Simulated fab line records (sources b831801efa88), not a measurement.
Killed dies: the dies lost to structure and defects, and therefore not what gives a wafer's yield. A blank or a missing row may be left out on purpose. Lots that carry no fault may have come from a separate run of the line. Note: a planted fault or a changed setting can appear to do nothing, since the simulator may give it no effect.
Chamber matching	flow gf180mcu	rieDiel-03 running GF_SAB_ETCH_11: 4 sister chambers
The step etches SiO2 in C4F8/O2/Ar, target depth 55 nm, time 8.5 s. 8 wafers are shown with their chamber, then 7 later ones without.

== WAFERS WITH THEIR CHAMBER ==
wafer	chamber	oesProductAu (a.u.)
L580.1	1	0.984
L582.2	0	1.003
L583.4	2	1.022
L584.3	3	1.004
L584.4	0	0.998
L584.5	3	0.993
L595.1	1	0.979
L595.2	2	1.012

== WAFERS WHOSE CHAMBER IS MISSING ==
wafer	oesProductAu (a.u.)
L595.4	1.017
L598.1	0.985
L598.2	1.014
L598.6	1.012
L599.2	1.017
L599.4	0.996
L599.5	1.009

== THE CHAMBER EACH PASSED THROUGH ==
wafer	from the rows above	in truth
L595.4	2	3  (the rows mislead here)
L598.1	can't be placed: 1 or 3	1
L598.2	can't be placed: 2 or 0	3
L598.6	can't be placed: 2 or 0 or 3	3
L599.2	2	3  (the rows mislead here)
L599.4	can't be placed: 3 or 0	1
L599.5	can't be placed: 2 or 0 or 3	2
Placed correctly: 0 of 7. Unplaceable from these rows: 5, with the true chamber sitting among the candidates in 3. 2 placed wrongly.
How it was worked out, from the rows above alone: a wafer's distance from a chamber is the root of the sum, over the readings, of the square of ((its reading less the chamber's mean) divided by the reading's scatter). The wafer belongs to the nearest chamber; if the next one is less than 2 further off, it can't be placed. Each chamber's mean is taken over the wafers shown for it. The scatter: take each reading less its chamber's mean, square it, sum over the shown wafers, divide by the number of wafers less the number of chambers, and take the root.
